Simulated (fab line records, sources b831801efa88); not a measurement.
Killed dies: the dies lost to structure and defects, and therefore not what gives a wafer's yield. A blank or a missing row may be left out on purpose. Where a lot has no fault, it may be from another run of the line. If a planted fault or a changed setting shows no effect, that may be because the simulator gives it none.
Split-lot trial -- flow gf180mcu -- 5 lots, 23 wafers read, on a route of 602 steps

## THE SPLIT ITSELF
At GF_MIM_SPUTTER_01 (material TiN, target thk 30 nm, time 25 s), the setting timeS was moved away from the recipe's 25 s on 12 of the 23 wafers read, by -11.0% to +12.3%. All remaining wafers had this setting at the recipe value.

Reading taken at the split's own step.

## THE READING
TiN_of_MIM_SPUTTER_01.thkNm (the simulator's own value, which no gauge read), in nm, at GF_MIM_SPUTTER_01 (material TiN, target thk 30 nm, time 25 s). There is no usual value for it anywhere in the file. Average 29.88 nm, standard deviation 0.27 nm, over the 11 wafers here run with the recipe.

wafer,"tool, chamber at the split","timeS as run, s",against the recipe,"TiN_of_MIM_SPUTTER_01.thkNm, nm",against lot-mates on the recipe
L075.1,"pvdSputter-02, -",23.88,-4.5%,29.03,-0.83
L075.2,"pvdSputter-02, -",23.88,-4.5%,28.52,-1.34
L075.3,"pvdSputter-02, -",25,recipe,29.99,-
L075.4,"pvdSputter-02, -",25,recipe,29.73,-
L075.6,"pvdSputter-02, -",23.88,-4.5%,28.5,-1.36
L079.1,"pvdSputter-03, -",25,recipe,29.87,-
L079.2,"pvdSputter-03, -",25,recipe,29.8,-
L079.3,"pvdSputter-03, -",22.26,-11.0%,26.47,-3.37
L079.4,"pvdSputter-03, -",22.26,-11.0%,26.83,-3.01
L079.5,"pvdSputter-03, -",22.26,-11.0%,26.37,-3.46
L078.2,"pvdSputter-02, -",28.08,+12.3%,33.15,+3.35
L078.3,"pvdSputter-02, -",28.08,+12.3%,33.36,+3.56
L078.4,"pvdSputter-02, -",25,recipe,29.72,-
L078.5,"pvdSputter-02, -",25,recipe,29.88,-
L078.6,"pvdSputter-02, -",28.08,+12.3%,33.04,+3.24
L082.1,"pvdSputter-03, -",27.84,+11.4%,32.78,+3.27
L082.2,"pvdSputter-03, -",27.84,+11.4%,32.92,+3.41
L082.3,"pvdSputter-03, -",25,recipe,29.57,-
L082.4,"pvdSputter-03, -",25,recipe,29.45,-
L082.6,"pvdSputter-03, -",27.84,+11.4%,33.1,+3.59
L085.2,"pvdSputter-02, -",25,recipe,29.94,-
L085.3,"pvdSputter-02, -",25,recipe,30.32,-
L085.4,"pvdSputter-02, -",25,recipe,30.37,-

FIT RESULTS
A straight line over all 23 wafers: TiN_of_MIM_SPUTTER_01.thkNm changes by +0.28 nm for each +1% of timeS; r = +0.99; the points scatter about the line by 0.26 nm.
The same after taking each lot's own level away (the mean of its wafers on the recipe; 23 wafers): +0.289 nm for each +1%; r = +1.00; scatter 0.2 nm.
On that fit, the largest move of timeS shifts the reading by 3.6 nm.
Measured against the standard deviation above, the lots' own levels, which go from 29.510 to 30.210 nm, span 2.6 times it.
So the lot-to-lot level changes the slope little: the two slopes agree.
Check: with one of the wafers moved furthest among these (+12.3%) left out of the fit, the line predicts +3.6 nm for it against its lot-mates. It came out at +3.35 nm against them.

## OTHER SPLITS APPLIED TO THESE WAFERS
Other splits were also applied to these wafers ahead of the reading. Each is held against what the fit with the lots' levels taken away leaves over:
other split on the same wafers,wafers away from the commonest value,r with TiN_of_MIM_SPUTTER_01.thkNm (lot level and that fit taken away)
GF_M4_SPUTTER_02 timeS,7,+0.07
GF_V4_CMP_04 leaveAboveRefNm,4,-0.23
GF_V4_PEB_12 pebTempC,10,+0.15
GF_V4_ETCH_16 sourceW,11,+0.43

## FILE'S OWN FIT
TiN_of_MIM_SPUTTER_01.thkNm changes by +0.289 nm for each +1% of timeS, r = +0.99.
